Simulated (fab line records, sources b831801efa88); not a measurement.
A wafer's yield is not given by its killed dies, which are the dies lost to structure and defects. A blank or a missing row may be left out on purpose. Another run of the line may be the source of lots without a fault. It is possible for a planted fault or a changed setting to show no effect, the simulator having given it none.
What tool caused it? -- flow gf180mcu -- 14 lots with 42 wafers sampled at 3 steps, on a route of 602 steps

WHAT THE GAUGES SHOWED, per wafer
GF_VT_IMPLANT_RS_MEAS_46: the measuring method here is four-point-probe.
lot,measured,on,MVSD_RS (ohm/sq)
L286,day 7 06:16,film-metro-03,457.1 457.7 456.9
L288,day 8 16:10,film-metro-04,456.5 456.1 458.0
L289,day 8 18:05,film-metro-03,457.5 455.8 457.5
L290,day 8 23:00,film-metro-01,455.8 455.5 455.4
L292,day 9 03:13,film-metro-04,455.6 454.5 454.3
L294,day 9 21:29,film-metro-01,456.6 457.4 455.9
L295,day 10 08:22,film-metro-01,456.7 457.4 457.5
L299,day 11 08:31,film-metro-01,456.7 456.2 456.0
L302,day 12 10:46,film-metro-01,440.0 439.1 440.4
L304,day 12 17:29,film-metro-01,439.9 440.5 440.7
L305,day 13 02:55,film-metro-03,458.0 455.9 458.3
L306,day 13 09:44,film-metro-03,456.1 456.8 457.9
L307,day 13 17:19,film-metro-01,456.7 456.8 457.4
L309,day 14 04:27,film-metro-01,454.4 455.6 455.9

GF_CONTACT_OVL_MEAS_15.
lot,measured,on,CONTACT_OVL (nm)
L286,day 15 18:28,overlay-02,-6 -3 -2
L288,day 17 16:19,overlay-01,1 3 3
L289,day 17 22:00,overlay-02,2 -3 5
L290,day 18 00:37,overlay-01,-8 -4 -3
L292,day 18 07:12,overlay-01,-5 1 1
L294,day 19 02:01,overlay-02,9 6 9
L295,day 19 17:19,overlay-02,2 -4 5
L299,day 20 22:33,overlay-02,4 6 -4
L302,day 22 03:43,overlay-02,5 -1 1
L304,day 22 16:06,overlay-01,3 -11 -6
L305,day 23 00:19,overlay-02,1 4 -1
L306,day 23 11:17,overlay-02,3 5 0
L307,day 23 14:43,overlay-02,-3 -9 -4
L309,day 24 07:48,overlay-02,4 0 2

WHICH TOOL RAN EACH LOT (tool, then ch and the chambers of the sampled wafers, then the start)
lot,GF_MVSD_IMPLANT_09
L286,"implanter-04 ch 0, day 4 03:49"
L288,"implanter-04 ch 0, day 5 08:00"
L289,"implanter-01 ch 0, day 5 09:39"
L290,"implanter-04 ch 0, day 5 12:46"
L292,"implanter-04 ch 0, day 5 16:54"
L294,"implanter-04 ch 0, day 6 08:58"
L295,"implanter-01 ch 0, day 6 17:30"
L299,"implanter-04 ch 0, day 7 14:15"
L302,"implanter-01 ch 0, day 8 13:23"
L304,"implanter-01 ch 0, day 8 21:06"
L305,"implanter-04 ch 0, day 9 04:05"
L306,"implanter-03 ch 0, day 9 10:56"
L307,"implanter-04 ch 0, day 9 17:26"
L309,"implanter-03 ch 0, day 10 03:18"
- GF_MVSD_IMPLANT_09

AS READ BY THE TOOLS THEMSELVES (means over the sampled wafers that have a number; for cases with no such wafer, the mark the record gives instead)
GF_MVSD_IMPLANT_09.
lot,tool,beam-on-s (s),faraday-current-uA
L286,implanter-04,9.92,28.4
L288,implanter-04,10.04,28.1
L289,implanter-01,10.04,28.1
L290,implanter-04,9.96,28.3
L292,implanter-04,10.00,28.2
L294,implanter-04,9.84,28.6
L295,implanter-01,9.99,28.3
L299,implanter-04,10.02,28.2
L302,implanter-01,12.66,22.3
L304,implanter-01,12.42,22.7
L305,implanter-04,9.92,28.5
L306,implanter-03,10.07,28.0
L307,implanter-04,10.11,27.9
L309,implanter-03,9.91,28.4

THE ANSWER, worked out from the rows above alone
Rule: what is usual is taken from the lots themselves. The widest of any qualifying gaps counts: lots, ordered by their means at a reading, are off when they make up no more than a third of the lots, leave a main group of 4 or more, and stand apart from it by 3 or more times the standard deviation of that group's means. A main group whose means are all the same, to the digits that the tables above print for the reading, isn't used. A lot without any number at a reading at which 4 lots or more have one is off too. The other lots that the step has rows for count as sound. After the gauges, taken in route order, come the tools' own readings; for these a lot's mean is taken, as printed above. The first step at which some lot is off is used, and at that step the reading that is off furthest; a lot without a number counts as furthest.
Off: L302, L304, at GF_VT_IMPLANT_RS_MEAS_46 (MVSD_RS). The main group has a mean of 456.5 ohm/sq with a standard deviation of 0.81.
A tool fits if, at a process step before that reading, it ran every lot that is off, and no sound lot after the first of them. The gauges at GF_VT_IMPLANT_RS_MEAS_46 aren't tried: what is off there is off at GF_MVSD_IMPLANT_09 too, on other tools, and a gauge's error can't cause that. One fits: implanter-01 at GF_MVSD_IMPLANT_09. Its last sound lot is L295 (day 6 17:30), its first lot that is off L302 (day 8 13:23): a fault that began between those two fits.
The tool's own readings at GF_MVSD_IMPLANT_09 bear it out: on the lots that are off they differ by more than 5 times the standard deviation of the sound lots' means. beam-on-s reads 12.54 s there against 9.98 s on the sound lots; faraday-current-uA reads 22.5 there against 28.2 on the sound lots.

WHAT THE SIMULATOR PUT IN
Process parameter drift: implanter-01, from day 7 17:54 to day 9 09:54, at GF_MVSD_IMPLANT_09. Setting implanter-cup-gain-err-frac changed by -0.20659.
Struck lots among those shown: L302, L304. The rule above found the same.
